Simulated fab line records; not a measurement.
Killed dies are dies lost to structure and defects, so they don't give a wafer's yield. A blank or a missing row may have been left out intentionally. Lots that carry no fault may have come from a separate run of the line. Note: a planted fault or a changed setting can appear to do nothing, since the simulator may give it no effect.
fab line records	flow sky130
[record] lots = 24	wafers = 72	last_day = 50
route steps=708 shown LI_CONTACT@381 LOCAL_INTERCONNECT@398 CONTACT@422 VIA1@482 CAPM@538
lots with no fault: from the same line, run without faults
start_h: hours from the record's first day to the start of the lot's first wafer shown	wait_h: hours from the lot's prior step to this one	" same as the row above	L1.1+2: one row covering several wafers at once	- no value, or no start was given	* or withheld: withheld	< > ~ a bound
route shown NAME@n: NAME is a module with steps in the file, n the number in the route of the first one	usual: the fault-free wafers' mean and standard deviation	same: alike in all rows	chamber/n: place in a boat	sites: the reading at each site	_std_site: their standard deviation	_edge_site: the outer-site mean with the inner-site mean subtracted	radius_mm: how far each site lies from the wafer's centre	mask NAME#n: copy n	behind: tool/chamber where the wafer was last shaped	hold: why the lot went on hold/how many hours it stayed there/how the hold came to an end	device: whichever transistor did not switch (one of n, p or np)	end of line: tests run on the same wafers once the route is complete	a step with no rows: only its recipe	killed: not the wafer's yield, but the dies lost to structure and defects at the first sort	map: shows each die of a wafer: x if killed, . if not, _ if none is there
set.NAME: the setting that was run; set.NAME@STEP: the one run at that earlier step	model.NAME: the simulator's own value behind a step, which no gauge read
route steps across a sampled set of lots; one table per step, one row per wafer
services: a tool's chamber out of use, with start hour (start_h, from the record's first day; less than 0 if before it), hours out, and reason
[[steps]]
[step SKY_LI_CONTACT_SPUTTER_19]
[recipe] material = Ti	target_thk_nm = 20	chamber_pressure_pa = 5	power_w = 2500	substrate_temp_c = 200	time_s = 106.37
[usual] chamber_pressure_pa = 5.000/0.0095	throttle_valve_pct = 29.8/1.3
lot.wafer	tool	chamber	start_h	wait_h	chamber_pressure_pa	throttle_valve_pct
L074.1	pvd_sputter-01	-	678.61	0.0	4.999	27.3
L074.4	"	-	"	"	5.010	30.5
L074.6	"	-	"	"	5.018	30.7
L075.3	pvd_sputter-04	-	682.26	0.0	4.997	28.6
L075.5	"	-	"	"	5.001	30.4
L075.6	"	-	"	"	5.001	28.7
L076.4	pvd_sputter-04	-	706.24	0.0	5.002	28.7
L076.5	"	-	"	"	4.998	29.0
L076.6	"	-	"	"	5.010	29.6
L077.1	pvd_sputter-04	-	707.91	0.0	4.994	29.3
L077.4	"	-	"	"	5.009	28.7
L077.6	"	-	"	"	5.001	29.6
L079.2	pvd_sputter-01	-	707.91	0.0	5.013	32.2
L079.3	"	-	"	"	4.995	27.1
L079.4	"	-	"	"	4.988	27.5
L078.2	pvd_sputter-01	-	709.14	0.0	4.994	27.3
L078.5	"	-	"	"	5.000	32.3
L078.6	"	-	"	"	4.994	27.3
L080.1	pvd_sputter-04	-	734.71	0.0	4.997	29.4
L080.3	"	-	"	"	5.015	30.4
L080.5	"	-	"	"	4.999	28.7
L081.1	pvd_sputter-04	-	739.50	0.0	4.999	29.3
L081.4	"	-	"	"	4.995	29.5
L081.5	"	-	"	"	4.992	29.7
L082.1	pvd_sputter-01	-	747.87	0.0	5.000	30.5
L082.5	"	-	"	"	5.014	27.2
L082.6	"	-	"	"	4.998	32.0
L083.1	pvd_sputter-04	-	748.43	0.0	4.989	30.7
L083.3	"	-	"	"	5.009	28.7
L083.6	"	-	"	"	4.990	30.7
L085.1	pvd_sputter-01	-	750.47	0.0	5.004	27.2
L085.4	"	-	"	"	4.994	30.4
L085.6	"	-	"	"	4.999	27.1
L084.2	pvd_sputter-01	-	761.56	0.0	5.019	27.0
L084.5	"	-	"	"	5.005	30.0
L084.6	"	-	"	"	5.003	27.2
L086.4	pvd_sputter-01	-	779.76	0.0	4.988	30.4
L086.5	"	-	"	"	5.002	30.3
L086.6	"	-	"	"	5.003	32.2
L087.1	pvd_sputter-04	-	786.16	0.0	5.015	30.9
L087.2	"	-	"	"	5.004	29.9
L087.6	"	-	"	"	5.009	29.5
L088.2	pvd_sputter-01	-	802.55	0.0	5.007	30.4
L088.5	"	-	"	"	4.999	32.0
L088.6	"	-	"	"	4.997	30.5
L090.1	pvd_sputter-04	-	807.05	0.0	5.012	28.6
L090.2	"	-	"	"	4.994	29.5
L090.4	"	-	"	"	4.988	29.5
L089.3	pvd_sputter-03	-	807.46	0.0	5.002	30.9
L089.4	"	-	"	"	5.008	30.0
L089.6	"	-	"	"	4.993	30.0
L091.4	pvd_sputter-01	-	810.55	0.0	4.985	27.1
L091.5	"	-	"	"	5.008	30.4
L091.6	"	-	"	"	5.002	30.1
L092.2	pvd_sputter-04	-	813.86	0.0	5.001	29.4
L092.5	"	-	"	"	5.004	28.9
L092.6	"	-	"	"	5.005	30.2
L093.1	pvd_sputter-01	-	840.26	0.0	4.988	30.1
L093.4	"	-	"	"	5.002	30.3
L093.5	"	-	"	"	5.000	30.6
L094.1	pvd_sputter-01	-	844.51	0.0	4.987	32.0
L094.3	"	-	"	"	5.017	30.4
L094.6	"	-	"	"	4.986	30.0
L095.1	pvd_sputter-01	-	845.92	0.0	5.013	27.2
L095.3	"	-	"	"	5.003	32.2
L095.5	"	-	"	"	4.984	30.2
L096.2	pvd_sputter-04	-	849.41	0.0	4.991	29.7
L096.4	"	-	"	"	5.007	29.4
L096.6	"	-	"	"	5.007	29.0
L097.2	pvd_sputter-04	-	850.68	0.0	5.007	29.7
L097.3	"	-	"	"	5.010	29.7
L097.6	"	-	"	"	4.988	30.4
[step SKY_LOCAL_INTERCONNECT_CD_MEAS_11]
[recipe] target_cd_nm = 170
[usual] cd_nm = 169.7/1.7
lot.wafer	tool	chamber	start_h	wait_h	cd_nm
L074.1	cd_sem-02	-	705.17	-	171.6
L074.4	"	-	"	"	170.5
L074.6	"	-	"	"	170.5
L075.3	cd_sem-02	-	706.72	-	167.7
L075.5	"	-	"	"	168.7
L075.6	"	-	"	"	167.8
L076.4	cd_sem-01	-	727.58	-	170.6
L076.5	"	-	"	"	172.0
L076.6	"	-	"	"	170.9
L077.1	cd_sem-02	-	731.68	-	170.1
L077.4	"	-	"	"	169.8
L077.6	"	-	"	"	169.4
L079.2	cd_sem-01	-	732.19	-	169.4
L079.3	"	-	"	"	169.2
L079.4	"	-	"	"	169.4
L078.2	cd_sem-02	-	736.14	-	170.8
L078.5	"	-	"	"	168.5
L078.6	"	-	"	"	168.3
L080.1	cd_sem-02	-	763.18	-	167.7
L080.3	"	-	"	"	166.5
L080.5	"	-	"	"	167.4
L081.1	cd_sem-01	-	767.52	-	170.8
L081.4	"	-	"	"	170.1
L081.5	"	-	"	"	169.9
L082.1	cd_sem-01	-	774.97	-	171.9
L082.5	"	-	"	"	171.1
L082.6	"	-	"	"	172.0
L083.1	cd_sem-02	-	775.32	-	168.3
L083.3	"	-	"	"	168.1
L083.6	"	-	"	"	168.0
L085.1	cd_sem-02	-	776.97	-	172.4
L085.4	"	-	"	"	171.8
L085.6	"	-	"	"	171.3
L084.2	cd_sem-01	-	788.49	-	169.1
L084.5	"	-	"	"	170.0
L084.6	"	-	"	"	168.4
L086.4	cd_sem-01	-	806.78	-	168.0
L086.5	"	-	"	"	167.4
L086.6	"	-	"	"	169.5
L087.1	cd_sem-02	-	813.47	-	169.8
L087.2	"	-	"	"	168.8
L087.6	"	-	"	"	169.0
L088.2	cd_sem-01	-	829.89	-	171.1
L088.5	"	-	"	"	169.7
L088.6	"	-	"	"	171.5
L090.1	cd_sem-01	-	833.98	-	170.6
L090.2	"	-	"	"	170.3
L090.4	"	-	"	"	171.2
L089.3	cd_sem-02	-	835.46	-	171.4
L089.4	"	-	"	"	172.4
L089.6	"	-	"	"	172.7
L091.4	cd_sem-02	-	837.18	-	170.1
L091.5	"	-	"	"	169.8
L091.6	"	-	"	"	169.4
L092.2	cd_sem-02	-	840.89	-	168.4
L092.5	"	-	"	"	169.2
L092.6	"	-	"	"	169.2
L093.1	cd_sem-01	-	866.72	-	168.6
L093.4	"	-	"	"	168.9
L093.5	"	-	"	"	169.2
L094.1	cd_sem-01	-	871.27	-	166.3
L094.3	"	-	"	"	164.4
L094.6	"	-	"	"	167.1
L095.1	cd_sem-02	-	872.27	-	170.9
L095.3	"	-	"	"	171.2
L095.5	"	-	"	"	171.6
L096.2	cd_sem-01	-	876.25	-	170.3
L096.4	"	-	"	"	171.1
L096.6	"	-	"	"	169.7
L097.2	cd_sem-01	-	877.69	-	169.7
L097.3	"	-	"	"	168.1
L097.6	"	-	"	"	169.9
[step SKY_CONTACT_ETCH_16]
[recipe] chemistry = N2/H2	target = BARC	ion_energy_ev = 200	source_w = 500	bias_w = 100	pressure_mtorr = 30	n2_flow_sccm = 100	h2_flow_sccm = 200	stop_on = SiO2	time_s = 45.9	target_depth_a = 600
[usual] chamber_pressure_mTorr = 30.002/0.026	drypump_motor_current_A = 5.4/0.35	oes_product_au = 0.854/0.0046	throttle_valve_pct = 13.225/0.0098
lot.wafer	tool	chamber	start_h	wait_h	chamber_pressure_mTorr	drypump_motor_current_A	oes_product_au	rf_hours_counter_h	throttle_valve_pct
L074.1	rie_diel-02	0	737.27	0.0	29.988	5.6	0.855	18	13.232
L074.4	"	1	"	"	29.985	5.9	0.854	39	13.236
L074.6	"	3	"	"	30.024	5.3	0.854	-	13.217
L075.3	rie_diel-03	0	738.72	0.0	30.028	4.9	0.853	2	13.231
L075.5	"	0	"	"	30.036	4.9	0.852	-	13.239
L075.6	"	1	"	"	29.997	5.0	0.852	-	13.233
L076.4	rie_diel-04	2	756.58	0.0	30.051	5.0	0.858	10	13.242
L076.5	"	3	"	"	29.970	5.8	0.853	-	13.234
L076.6	"	0	"	"	30.022	5.5	0.854	-	13.216
L077.1	rie_diel-04	1	761.03	0.0	29.971	5.7	0.863	7	13.235
L077.4	"	0	"	"	30.008	5.5	0.847	1	13.227
L077.6	"	1	"	"	30.005	5.7	0.859	-	13.236
L079.2	rie_diel-03	2	761.17	0.0	29.992	5.6	0.855	5	13.217
L079.3	"	3	"	"	30.001	5.9	0.845	13	13.217
L079.4	"	0	"	"	29.995	4.9	0.854	3	13.236
L078.2	rie_diel-04	1	764.72	0.0	29.940	5.7	0.850	7	13.239
L078.5	"	3	"	"	29.969	5.8	0.864	-	13.244
L078.6	"	2	"	"	30.033	5.0	0.845	-	13.232
L080.1	rie_diel-02	3	791.13	0.0	29.981	5.3	0.853	29	13.234
L080.3	"	0	"	"	29.991	5.6	0.856	19	13.221
L080.5	"	3	"	"	30.014	5.3	0.858	-	13.222
L081.1	rie_diel-03	1	795.72	0.0	29.979	5.0	0.857	20	13.229
L081.4	"	3	"	"	30.010	5.9	0.854	14	13.227
L081.5	"	3	"	"	30.042	5.9	0.846	-	13.223
L082.1	rie_diel-04	3	803.27	0.0	29.999	5.8	0.857	6	13.219
L082.5	"	2	"	"	30.016	5.1	0.856	-	13.225
L082.6	"	1	"	"	29.999	5.7	0.849	-	13.225
L083.1	rie_diel-03	3	803.62	0.0	29.979	5.9	0.854	14	13.217
L083.3	"	1	"	"	29.997	5.0	0.859	21	13.231
L083.6	"	1	"	"	30.016	5.0	0.847	-	13.224
L085.1	rie_diel-02	0	805.07	0.0	29.973	5.6	0.847	20	13.211
L085.4	"	3	"	"	29.971	5.3	0.860	-	13.241
L085.6	"	0	"	"	30.001	5.6	0.848	-	13.224
L084.2	rie_diel-03	1	816.38	0.0	29.991	5.0	0.861	21	13.226
L084.5	"	3	"	"	30.016	5.9	0.849	-	13.211
L084.6	"	0	"	"	29.965	4.9	0.857	-	13.206
L086.4	rie_diel-04	1	834.92	0.0	30.039	5.7	0.860	9	13.225
L086.5	"	3	"	"	29.983	5.8	0.862	-	13.229
L086.6	"	2	"	"	30.037	5.1	0.860	-	13.232
L087.1	rie_diel-03	2	841.48	0.0	30.012	5.6	0.858	7	13.232
L087.2	"	1	"	"	30.038	5.0	0.860	22	13.218
L087.6	"	1	"	"	30.008	5.0	0.853	-	13.219
L088.2	rie_diel-02	1	856.98	0.0	30.030	5.9	0.857	2	13.230
L088.5	"	2	"	"	29.997	5.5	0.855	-	13.225
L088.6	"	0	"	"	30.035	5.6	0.854	-	13.217
L090.1	rie_diel-02	2	860.88	0.0	30.022	5.6	0.853	10	13.207
L090.2	"	0	"	"	29.976	5.6	0.855	22	13.223
L090.4	"	2	"	"	29.996	5.6	0.852	-	13.228
L089.3	rie_diel-04	1	862.38	0.0	29.983	5.7	0.854	10	13.221
L089.4	"	0	"	"	29.996	5.5	0.859	4	13.235
L089.6	"	1	"	"	30.004	5.7	0.855	-	13.220
L091.4	rie_diel-03	0	864.43	0.0	30.016	4.9	0.856	7	13.218
L091.5	"	2	"	"	30.064	5.6	0.862	-	13.209
L091.6	"	1	"	"	29.994	4.9	0.850	-	13.231
L092.2	rie_diel-04	0	868.43	0.0	30.047	5.5	0.851	4	13.223
L092.5	"	2	"	"	29.984	5.1	0.856	-	13.240
L092.6	"	3	"	"	30.035	5.8	0.858	-	13.235
L093.1	rie_diel-04	3	894.08	0.0	29.997	5.8	0.858	8	13.238
L093.4	"	1	"	"	29.949	5.7	0.856	11	13.209
L093.5	"	1	"	"	29.991	5.7	0.853	-	13.233
L094.1	rie_diel-03	3	897.58	0.0	30.041	5.9	0.857	17	13.216
L094.3	"	2	"	"	30.024	5.6	0.861	9	13.216
L094.6	"	1	"	"	30.047	4.9	0.859	-	13.207
L095.1	rie_diel-02	0	898.73	0.0	29.991	5.6	0.850	23	13.230
L095.3	"	2	"	"	29.950	5.6	0.861	11	13.217
L095.5	"	2	"	"	30.021	5.6	0.854	-	13.217
L096.2	rie_diel-04	0	901.78	0.0	30.017	5.5	0.849	5	13.232
L096.4	"	2	"	"	29.925	5.0	0.858	14	13.225
L096.6	"	1	"	"	30.018	5.7	0.853	-	13.228
L097.2	rie_diel-03	0	905.18	0.0	30.007	4.9	0.862	8	13.224
L097.3	"	2	"	"	29.996	5.6	0.859	9	13.224
L097.6	"	1	"	"	29.944	4.9	0.861	-	13.218
[step SKY_VIA1_CMP_24]
[recipe] stop_on = SiO2	t_overpolish_s = 15	down_force_psi = 3.5	platen_rpm = 60	target_thk_nm = 0	pad_velocity_m_s = 0.94248
[usual] motor_current_A = 11.2/1	overpolish_run_s = 15.001/0.0084	slurry_filter_dp_kPa = 13.51/0.14	time_to_endpoint_s = 65/3.5
lot.wafer	tool	chamber	start_h	wait_h	motor_current_A	overpolish_run_s	slurry_filter_dp_kPa	time_to_endpoint_s
L074.4	cmp-02	0	795.11	0.1	10.7	15.009	13.46	66
L074.1	"	2	"	"	11.8	15.013	13.45	62
L074.6	"	0	"	"	11.1	15.015	13.57	70
L075.3	cmp-02	0	796.49	0.1	10.8	15.007	13.40	65
L075.6	"	2	"	"	11.2	14.988	13.58	61
L075.5	"	3	"	"	9.6	14.981	13.50	66
L076.4	cmp-01	0	814.80	0.0	12.1	14.998	13.44	59
L076.6	"	0	"	"	11.2	15.000	13.59	57
L076.5	"	1	"	"	10.8	14.994	13.57	65
L077.1	cmp-02	1	818.15	0.3	12.1	14.994	13.58	64
L077.4	"	0	"	"	10.5	15.001	13.62	68
L077.6	"	2	"	"	10.9	15.000	13.40	64
L079.3	cmp-02	1	818.81	0.1	12.2	15.004	13.47	64
L079.4	"	2	"	"	11.3	15.006	13.51	69
L079.2	"	3	"	"	9.8	15.005	13.70	70
L078.2	cmp-01	3	823.97	0.3	11.4	14.995	13.35	61
L078.5	"	3	"	"	11.4	14.997	13.77	62
L078.6	"	0	"	"	11.8	14.998	13.56	64
L080.3	cmp-02	2	848.39	0.1	11.2	14.998	13.77	61
L080.1	"	0	"	"	11.2	14.992	13.55	70
L080.5	"	2	"	"	11.4	15.007	13.39	61
L081.4	cmp-02	0	853.24	0.0	10.9	15.016	13.36	66
L081.1	"	2	"	"	11.6	15.008	13.53	60
L081.5	"	1	"	"	12.5	15.002	13.15	62
L082.1	cmp-01	2	859.54	0.1	13.0	14.997	13.56	61
L082.5	"	0	"	"	11.6	14.985	13.47	64
L082.6	"	1	"	"	10.6	14.993	13.53	67
L083.3	cmp-02	2	860.14	0.1	11.4	15.013	13.49	64
L083.1	"	3	"	"	9.5	14.999	13.78	72
L083.6	"	1	"	"	12.9	15.001	13.48	71
L085.4	cmp-01	1	861.00	0.0	10.7	15.006	13.43	68
L085.1	"	3	"	"	11.3	15.006	13.60	66
L085.6	"	2	"	"	13.1	15.007	13.60	65
L084.2	cmp-01	3	873.09	0.0	11.4	15.008	13.45	67
L084.6	"	3	"	"	11.0	15.004	13.40	61
L084.5	"	0	"	"	12.3	15.011	13.69	62
L086.4	cmp-01	0	890.83	0.1	12.4	14.994	13.69	65
L086.6	"	2	"	"	12.5	14.994	13.54	61
L086.5	"	3	"	"	10.9	14.990	13.63	64
L087.1	cmp-02	2	897.25	0.1	10.3	15.000	13.69	60
L087.2	"	0	"	"	10.8	14.994	13.42	64
L087.6	"	2	"	"	11.6	15.001	13.64	59
L088.2	cmp-02	3	910.25	0.0	9.7	14.993	13.51	65
L088.6	"	3	"	"	9.1	14.997	13.58	66
L088.5	"	0	"	"	11.4	15.013	13.39	68
L090.1	cmp-02	1	913.87	0.5	12.0	15.002	13.69	63
L090.2	"	3	"	"	9.6	15.010	13.52	69
L090.4	"	0	"	"	11.6	14.999	13.57	65
L089.4	cmp-02	3	915.80	0.0	9.7	15.007	13.55	73
L089.3	"	0	"	"	10.8	14.991	13.36	70
L089.6	"	0	"	"	10.4	15.002	13.75	69
L091.4	cmp-01	2	919.79	0.1	12.6	14.994	13.29	68
L091.6	"	0	"	"	12.6	15.003	13.65	69
L091.5	"	1	"	"	10.4	14.997	13.39	71
L092.2	cmp-01	3	922.99	0.2	11.2	15.005	13.43	68
L092.5	"	0	"	"	11.8	14.989	13.43	64
L092.6	"	1	"	"	10.6	15.007	13.35	70
L093.4	cmp-02	0	947.99	0.1	10.6	15.015	13.57	71
L093.1	"	1	"	"	12.8	14.995	13.54	64
L093.5	"	3	"	"	9.3	14.997	13.46	70
L095.3	cmp-02	1	951.49	0.0	12.1	15.003	13.48	64
L095.1	"	3	"	"	8.9	14.999	13.29	67
L095.5	"	2	"	"	10.7	14.993	13.32	64
L094.1	cmp-02	1	951.84	0.4	12.7	15.003	13.40	62
L094.3	"	2	"	"	10.8	15.015	13.51	59
L094.6	"	0	"	"	10.7	14.994	13.66	69
L096.2	cmp-02	3	955.84	0.1	9.4	15.003	13.73	68
L096.4	"	1	"	"	12.1	15.002	13.53	65
L096.6	"	3	"	"	9.9	14.995	13.73	68
L097.2	cmp-02	2	957.86	0.0	11.1	15.001	13.44	59
L097.3	"	0	"	"	11.0	15.004	13.56	67
L097.6	"	3	"	"	9.2	14.997	13.28	68
[step SKY_CAPM_THK_MEAS_01]
[recipe] reads = SiO2_of_CAPM_CVD_00
[usual] CAPM_CVD_00_THK = 15.44/0.23
lot.wafer	tool	chamber	start_h	wait_h	CAPM_CVD_00_THK[nm]
L074.1	film_metro-02	-	852.03	-	15.89
L074.4	"	-	"	"	15.79
L074.6	"	-	"	"	15.60
L075.3	film_metro-03	-	853.58	-	15.14
L075.5	"	-	"	"	15.42
L075.6	"	-	"	"	14.90
L076.4	film_metro-03	-	871.90	-	15.49
L076.5	"	-	"	"	15.58
L076.6	"	-	"	"	15.75
L077.1	film_metro-02	-	874.18	-	15.49
L077.4	"	-	"	"	15.83
L077.6	"	-	"	"	15.64
L079.2	film_metro-04	-	875.15	-	15.12
L079.3	"	-	"	"	15.30
L079.4	"	-	"	"	15.28
L078.2	film_metro-02	-	880.28	-	15.40
L078.5	"	-	"	"	15.44
L078.6	"	-	"	"	15.54
L080.1	film_metro-03	-	902.33	-	14.78
L080.3	"	-	"	"	15.15
L080.5	"	-	"	"	15.21
L081.1	film_metro-03	-	908.63	-	14.85
L081.4	"	-	"	"	15.65
L081.5	"	-	"	"	15.57
L082.1	film_metro-04	-	912.31	-	15.29
L082.5	"	-	"	"	15.67
L082.6	"	-	"	"	15.70
L083.1	film_metro-02	-	912.76	-	15.44
L083.3	"	-	"	"	15.09
L083.6	"	-	"	"	15.21
L085.1	film_metro-04	-	913.08	-	15.33
L085.4	"	-	"	"	15.29
L085.6	"	-	"	"	15.83
L084.2	film_metro-02	-	926.54	-	15.50
L084.5	"	-	"	"	15.55
L084.6	"	-	"	"	15.46
L086.4	film_metro-03	-	941.60	-	15.50
L086.5	"	-	"	"	15.48
L086.6	"	-	"	"	15.48
L087.1	film_metro-02	-	949.98	-	15.43
L087.2	"	-	"	"	15.36
L087.6	"	-	"	"	15.46
L088.2	film_metro-03	-	963.56	-	15.17
L088.5	"	-	"	"	15.50
L088.6	"	-	"	"	15.34
L090.1	film_metro-02	-	966.98	-	15.22
L090.2	"	-	"	"	15.52
L090.4	"	-	"	"	15.55
L089.3	film_metro-04	-	968.90	-	15.44
L089.4	"	-	"	"	15.77
L089.6	"	-	"	"	15.87
L091.4	film_metro-03	-	973.15	-	15.48
L091.5	"	-	"	"	15.51
L091.6	"	-	"	"	15.57
L092.2	film_metro-02	-	974.26	-	15.54
L092.5	"	-	"	"	15.75
L092.6	"	-	"	"	15.70
L093.1	film_metro-03	-	999.21	-	15.32
L093.4	"	-	"	"	15.51
L093.5	"	-	"	"	15.57
L095.1	film_metro-02	-	1002.38	-	15.04
L095.3	"	-	"	"	15.42
L095.5	"	-	"	"	15.44
L094.1	film_metro-04	-	1003.28	-	15.65
L094.3	"	-	"	"	15.71
L094.6	"	-	"	"	15.83
L096.2	film_metro-03	-	1007.84	-	15.49
L096.4	"	-	"	"	15.57
L096.6	"	-	"	"	15.66
L097.2	film_metro-02	-	1009.34	-	15.51
L097.3	"	-	"	"	15.53
L097.6	"	-	"	"	15.83
[step SKY_CAPM_RS_MEAS_03]
[recipe] thk_meas_gauge = four-point-probe	reads = TiN_of_CAPM_SPUTTER_02
[usual] CAPM_TIN_RS = 6.91/0.063
lot.wafer	tool	chamber	start_h	wait_h	CAPM_TIN_RS[ohm/sq]
L074.1	film_metro-03	-	852.20	0.1	6.98
L074.4	"	-	"	"	6.95
L074.6	"	-	"	"	6.98
L075.3	film_metro-04	-	853.77	0.1	6.90
L075.5	"	-	"	"	6.98
L075.6	"	-	"	"	6.93
L076.4	film_metro-02	-	872.09	0.1	7.02
L076.5	"	-	"	"	7.00
L076.6	"	-	"	"	7.00
L077.1	film_metro-03	-	874.35	0.1	6.86
L077.4	"	-	"	"	6.91
L077.6	"	-	"	"	6.87
L079.2	film_metro-03	-	875.33	0.1	6.98
L079.3	"	-	"	"	6.96
L079.4	"	-	"	"	6.93
L078.2	film_metro-03	-	880.46	0.1	6.87
L078.5	"	-	"	"	6.90
L078.6	"	-	"	"	6.89
L080.1	film_metro-02	-	902.49	0.1	6.92
L080.3	"	-	"	"	6.86
L080.5	"	-	"	"	6.93
L081.1	film_metro-04	-	908.79	0.1	6.90
L081.4	"	-	"	"	6.86
L081.5	"	-	"	"	6.87
L082.1	film_metro-02	-	912.48	0.1	6.96
L082.5	"	-	"	"	6.98
L082.6	"	-	"	"	6.99
L083.1	film_metro-02	-	912.93	0.1	6.92
L083.3	"	-	"	"	6.91
L083.6	"	-	"	"	6.90
L085.1	film_metro-02	-	913.24	0.1	6.89
L085.4	"	-	"	"	6.85
L085.6	"	-	"	"	6.82
L084.2	film_metro-03	-	926.71	0.1	6.82
L084.5	"	-	"	"	6.86
L084.6	"	-	"	"	6.92
L086.4	film_metro-04	-	941.80	0.1	6.90
L086.5	"	-	"	"	6.87
L086.6	"	-	"	"	6.84
L087.1	film_metro-04	-	950.15	0.1	6.86
L087.2	"	-	"	"	6.91
L087.6	"	-	"	"	6.86
L088.2	film_metro-02	-	963.74	0.1	6.85
L088.5	"	-	"	"	6.79
L088.6	"	-	"	"	6.84
L090.1	film_metro-03	-	967.15	0.1	6.98
L090.2	"	-	"	"	6.87
L090.4	"	-	"	"	7.03
L089.3	film_metro-02	-	969.09	0.1	6.86
L089.4	"	-	"	"	6.79
L089.6	"	-	"	"	6.84
L091.4	film_metro-04	-	973.35	0.1	6.94
L091.5	"	-	"	"	6.91
L091.6	"	-	"	"	6.80
L092.2	film_metro-03	-	974.44	0.1	6.94
L092.5	"	-	"	"	7.02
L092.6	"	-	"	"	7.02
L093.1	film_metro-04	-	999.38	0.1	6.88
L093.4	"	-	"	"	6.88
L093.5	"	-	"	"	6.88
L095.1	film_metro-04	-	1002.55	0.1	6.95
L095.3	"	-	"	"	6.95
L095.5	"	-	"	"	7.01
L094.1	film_metro-03	-	1003.45	0.1	6.99
L094.3	"	-	"	"	6.97
L094.6	"	-	"	"	6.87
L096.2	film_metro-02	-	1008.02	0.1	6.93
L096.4	"	-	"	"	6.91
L096.6	"	-	"	"	6.92
L097.2	film_metro-03	-	1009.52	0.1	6.88
L097.3	"	-	"	"	6.98
L097.6	"	-	"	"	6.94
[[services]]
tool	chamber	start_h	hours	kind
rie_diel-03	-	669.25	14.6	pm
cmp-01	-	671.20	3.5	repair
cmp-01	-	671.65	2.3	repair
rie_diel-04	0	697.47	11.5	repair
pvd_sputter-01	-	710.50	1.7	repair
rie_diel-03	2	728.26	7.5	repair
cmp-01	-	733.07	4.1	pm
cmp-01	-	742.47	1.5	repair
rie_diel-04	1	744.40	9.1	repair
cmp-02	-	749.27	0.5	repair
cmp-02	-	755.12	4.0	pm
cmp-02	-	778.03	1.2	repair
cmp-02	-	787.16	1.4	repair
rie_diel-04	1	807.96	1.3	repair
cmp-02	-	817.41	0.7	repair
cmp-02	-	822.45	20.0	pm
rie_diel-04	2	846.26	4.9	repair
rie_diel-04	-	849.29	0.1	repair
cmp-02	-	876.03	6.0	pm
pvd_sputter-01	-	885.11	7.9	repair
pvd_sputter-04	-	886.72	13.6	repair
pvd_sputter-01	-	921.14	2.2	repair
cmp-02	-	928.41	5.1	pm
cmp-02	-	956.80	0.3	repair
[[key]]
fault none
